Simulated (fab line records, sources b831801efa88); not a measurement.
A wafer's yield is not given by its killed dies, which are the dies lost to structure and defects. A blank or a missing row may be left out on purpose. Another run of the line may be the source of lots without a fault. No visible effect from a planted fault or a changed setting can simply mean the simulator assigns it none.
Struck lot and sound lot, side by side -- flow sky130 -- 43 steps out of a route of 708
Sound: these wafers, L797.1, L797.3, L797.4. Wafers L809.1, L809.2, L809.4 were the ones struck. The cause comes at the end.
At each step with rows: each side's tool, then ch and its chambers, then its first start. Under that, the readings that differ: sound wafers -- struck wafers -- difference of the means -- sigmas: that difference in standard deviations of wafers without a fault.
alike: readings whose means differ by less than 2 such deviations, and words and numbers that are the same on both sides. not compared: withheld readings, readings that some wafer has no value for, bounds like >300 that may hide the same value, and numbers for which the record gives no deviation and whose values overlap.
Wherever a step has rows on one side only, a row that says differs or no value, or a row with sigmas, the two part there. Numbers that have no deviation but don't overlap get no sigmas and don't part them. Lack of a reading on every wafer of one side parts them only where that side has two or more wafers.

SKY_VT_ADJUST_NCORE_STRIP_10: strips in O2/N2.
  sound on plasma asher-04 ch 0,1, day 9 12:46; struck on plasma asher-04 ch 0,1, day 13 04:16
reading,sound,struck,difference,sigmas
oes product au (a.u.),0.723 0.718 0.721,0.711 0.706 0.714,-0.010,-2
  alike: drypump motor current A, strip time to endpoint s
  not compared: rf hours counter h
SKY_VT_ADJUST_NCORE_TW_MEAS_11:
  struck on film metro-02, day 13 04:22; sound on film metro-03, day 9 12:52
  alike: VT_ADJUST_NCORE_TW
then, 7 steps without rows for these wafers: SKY_VT_ADJUST_HVTR_DEHYDRATE_00 (time 60 s); SKY_VT_ADJUST_HVTR_HMDS_01 (prime time 60 s); SKY_VT_ADJUST_HVTR_COAT_02 (resist thk 1140 nm); SKY_VT_ADJUST_HVTR_SOFTBAKE_03 (time 60 s); SKY_VT_ADJUST_HVTR_EXPOSE_04 (exposes mask HVTRM, target cd 380 nm); SKY_VT_ADJUST_HVTR_PEB_05; SKY_VT_ADJUST_HVTR_DEVELOP_06 (develop time 60 s).
SKY_VT_ADJUST_HVTR_CD_MEAS_07 targets a cd of 380 nm.
  struck on cd sem-02, day 14 06:13; sound on cd sem-02, day 10 10:50
  alike: cd nm
SKY_VT_ADJUST_HVTR_OVL_MEAS_08:
  struck on overlay-02, day 14 06:22; sound on overlay-01, day 10 10:57
  alike: VT_ADJUST_HVTR_OVL
following that, these wafers have no rows for 1 step: SKY_VT_ADJUST_HVTR_IMPLANT_09.
SKY_VT_ADJUST_HVTR_STRIP_10: strips in O2/N2.
  sound on plasma asher-03 ch 0,1, day 10 11:08; struck on plasma asher-02 ch 0,1, day 14 06:33
  alike: drypump motor current A, oes product au, strip time to endpoint s
  not compared: rf hours counter h
SKY_VT_ADJUST_HVTR_TW_MEAS_11:
  struck on film metro-01, day 14 06:39; sound on film metro-04, day 10 11:14
  alike: VT_ADJUST_HVTR_TW
then, 7 steps without rows for these wafers: SKY_VT_ADJUST_PCH_DEHYDRATE_00 (time 60 s); SKY_VT_ADJUST_PCH_HMDS_01 (prime time 60 s); SKY_VT_ADJUST_PCH_COAT_02 (resist thk 3000 nm); SKY_VT_ADJUST_PCH_SOFTBAKE_03; SKY_VT_ADJUST_PCH_EXPOSE_04 (exposes mask NWM, target cd 840 nm); SKY_VT_ADJUST_PCH_PEB_05; SKY_VT_ADJUST_PCH_DEVELOP_06 (develop time 60 s).
SKY_VT_ADJUST_PCH_OVL_MEAS_07:
  struck on overlay-01, day 15 09:19; sound on overlay-02, day 11 11:19
  alike: VT_ADJUST_PCH_OVL
following that, these wafers have no rows for 1 step: SKY_VT_ADJUST_PCH_IMPLANT_08.
SKY_VT_ADJUST_PCH_STRIP_09: strips in O2/N2.
  sound on plasma asher-04 ch 0,1, day 11 11:29; struck on plasma asher-04 ch 0,1, day 15 09:29
  alike: drypump motor current A, oes product au, strip time to endpoint s
  not compared: rf hours counter h
SKY_VT_ADJUST_PCH_TW_MEAS_10:
  struck on film metro-03, day 15 09:35; sound on film metro-03, day 11 11:35
  alike: VT_ADJUST_PCH_TW
then, 7 steps without rows for these wafers: SKY_SONOS_TUNNEL_DEHYDRATE_00 (time 60 s); SKY_SONOS_TUNNEL_HMDS_01 (prime time 60 s); SKY_SONOS_TUNNEL_COAT_02 (resist thk 1140 nm); SKY_SONOS_TUNNEL_SOFTBAKE_03 (time 60 s); SKY_SONOS_TUNNEL_EXPOSE_04 (exposes mask TUNM, target cd 410 nm); SKY_SONOS_TUNNEL_PEB_05; SKY_SONOS_TUNNEL_DEVELOP_06 (develop time 60 s).
SKY_SONOS_TUNNEL_CD_MEAS_07 targets a cd of 410 nm.
  struck on cd sem-01, day 16 13:31; sound on cd sem-01, day 12 11:58
  alike: cd nm
SKY_SONOS_TUNNEL_OVL_MEAS_08:
  struck on overlay-02, day 16 13:38; sound on overlay-02, day 12 12:05
  alike: SONOS_TUNNEL_OVL
then, 3 steps without rows for these wafers: SKY_SONOS_TUNNEL_IMPLANT_09; SKY_SONOS_TUNNEL_WET_ETCH_10 (etches SiO2 in dHF, target depth 14 nm, time 280 s); SKY_SONOS_TUNNEL_STRIP_11 (strips in SPM, time 600 s).
SKY_SONOS_TUNNEL_TW_MEAS_12:
  struck on film metro-01, day 16 14:05; sound on film metro-03, day 12 12:33
  alike: SONOS_TUNNEL_TW
then, 2 steps without rows for these wafers: SKY_SONOS_TUNNEL_CLEAN_13 (cleans in dHF, time 20 s); SKY_SONOS_ONO_OXIDATION_00 (stabilise 600 s, purge 300 s, target thk 2.6 nm).
SKY_SONOS_ONO_THK_MEAS_01:
  struck on film metro-04, day 16 15:30; sound on film metro-04, day 12 15:43
  alike: SONOS_ONO_OXIDATION_THK
then, 1 step without rows for these wafers: SKY_SONOS_ONO_CVD_02 (deposits Si3N4 from DCS/NH3, target thk 10.5 nm, time 180 s).
-- record jumps: 33 days separate the struck wafers' starts on either side; left off in module SONOS_ONO, taken up again in module PAD_OPEN, whose first shown step is the route's number 708 --
SKY_PAD_OPEN_PROBE_99:
  only the struck wafers here have rows in the record (prober-02, day 49 19:50); the sound ones have none

WHERE THEY PART
Earliest at SKY_VT_ADJUST_NCORE_STRIP_10; latest, in this record, at SKY_PAD_OPEN_PROBE_99.

WHY: whatever the simulator had introduced
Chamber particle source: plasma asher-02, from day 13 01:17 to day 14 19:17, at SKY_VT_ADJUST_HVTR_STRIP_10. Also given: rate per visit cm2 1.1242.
